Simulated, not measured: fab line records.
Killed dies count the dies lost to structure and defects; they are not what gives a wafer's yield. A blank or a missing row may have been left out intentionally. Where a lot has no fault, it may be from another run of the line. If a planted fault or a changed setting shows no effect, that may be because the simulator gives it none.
Comparing a struck lot with a sound one || flow sky130 || 16 out of 708 route steps
Sound: the wafers L556.2, L556.3, L556.5. Struck: wafer L567.4 (left out: L567.2, L567.3 of the same lot, which were not struck); the cause appears at the end.
Each step with rows lists, per side, the tool, then ch with its chambers, then its first start. Under that, the readings that differ: sound wafers || struck wafers || difference of the means || sigmas: that difference in standard deviations of wafers without a fault.
alike: readings with means less than 2 such deviations apart, plus words and numbers identical on both sides. not compared: withheld readings, readings lacking a value on some wafer, bounds such as >300 that could conceal the same value, and numbers that have no deviation in the record and whose values overlap.
A row with sigmas, a row that says differs or no value, or rows on one side alone: a step with any of these is where the two part. When numbers do not overlap yet have no deviation, they are printed without sigmas and do not part them. Lack of a reading on every wafer of one side parts them only where that side has two or more wafers.

first, 2 steps without rows for these wafers: SKY_METAL4_PEB_11; SKY_METAL4_DEVELOP_12 (develop time 60 s).
SKY_METAL4_CD_MEAS_13: target cd 300 nm.
  sound on cd-sem-01 at day 41 15:55; struck on cd-sem-01 at day 44 23:19
  alike: cd-nm
SKY_METAL4_OVL_MEAS_14:
  sound on overlay-02 at day 41 16:02; struck on overlay-01 at day 44 23:25
  alike: METAL4_OVL
then, 1 step without rows for these wafers: SKY_METAL4_DESCUM_15 (chemistry O2, time 8 s).
SKY_METAL4_ETCH_16: etches BARC in N2/H2, stops on SiO2, time 88.2 s, target depth 60 nm.
  sound on rie-metal-03 ch 0,1, day 41 16:05; struck on rie-metal-03 ch 1, day 44 23:29
  alike: drypump-motor-current-A, oes-product-au, throttle-valve-pct
  not compared: rf-hours-counter-h
SKY_METAL4_ETCH_17: etches SiO2 in C4F8/O2/Ar, stops on TiN, time 3.9 s, target depth 15 nm.
  sound on rie-diel-02 ch 0,3, day 41 16:11; struck on rie-diel-01 ch 1, day 44 23:35
  alike: oes-product-au
  not compared: rf-hours-counter-h
SKY_METAL4_METAL_ETCH_18: etches the open film in Cl2/BCl3, stops on SiO2, target depth 845 nm, time 183.1 s.
  sound on rie-metal-02 ch 0,1, day 41 16:13; struck on rie-metal-02 ch 1, day 44 23:36
  alike: bcl3-flow-sccm, drypump-motor-current-A, oes-product-au, throttle-valve-pct
  not compared: rf-hours-counter-h
SKY_METAL4_STRIP_19: strips in O2/N2.
  sound on plasma-asher-04 ch 0,1, day 41 16:23; struck on plasma-asher-03 ch 0, day 44 23:46
{"reading": "strip-time-to-endpoint-s (s)", "sound": "6.48 6.48 6.49", "struck": 6.60, "difference": "+0.12", "sigmas": "+2"}
  alike: drypump-motor-current-A, oes-product-au
  not compared: rf-hours-counter-h
then, 3 steps without rows for these wafers: SKY_METAL4_STRIP_20 (strips in post etch residue remover, time 1200 s); SKY_METAL4_CLEAN_21 (cleans in IPA, time 180 s); SKY_METAL4_CLEAN_22 (cleans in O3/DIW).
SKY_VIA4_HDPCVD_00: deposits SiO2, target thk 1750 nm, time 291.7 s.
  sound on hdpcvd-01 ch 0,1,2, day 41 17:01; struck on hdpcvd-01 ch 0, day 45 00:24
{"reading": "run-length-s (s)", "sound": "319.6 319.7 319.2", "struck": 345.7, "difference": "+26.2", "sigmas": "+58"}
{"reading": "model.SiO2_of_VIA4_HDPCVD_00.thk-nm (nm)", "sound": "1751 1743 1765", "struck": 1916, "difference": "+163", "sigmas": ""}
SKY_VIA4_THK_MEAS_01:
  sound on film-metro-01 at day 41 17:12; struck on film-metro-01 at day 45 00:35
{"reading": "VIA4_HDPCVD_THK (nm)", "sound": "1752 1744 1764", "struck": 1913, "difference": "+160", "sigmas": "+8"}
SKY_VIA4_CMP_02: polishes SiO2.
  sound on cmp-02 ch 0,1,3, day 41 17:15; struck on cmp-02 ch 0, day 45 00:41
  alike: motor-current-A, slurry-flow-ml-min
-- the record jumps here: 4 days lie between the struck wafers' starts before and after (it left off in module VIA4 and takes up again in module PAD_OPEN, whose first step shown is number 708 of the route) --
SKY_PAD_OPEN_PROBE_99:
  the record has rows for the struck wafers here (prober-02, day 48 15:24) and none for the sound ones

## WHERE THEY PART
At SKY_METAL4_STRIP_19 first; at SKY_PAD_OPEN_PROBE_99 last (within this record only).

WHY: what the simulator had put in
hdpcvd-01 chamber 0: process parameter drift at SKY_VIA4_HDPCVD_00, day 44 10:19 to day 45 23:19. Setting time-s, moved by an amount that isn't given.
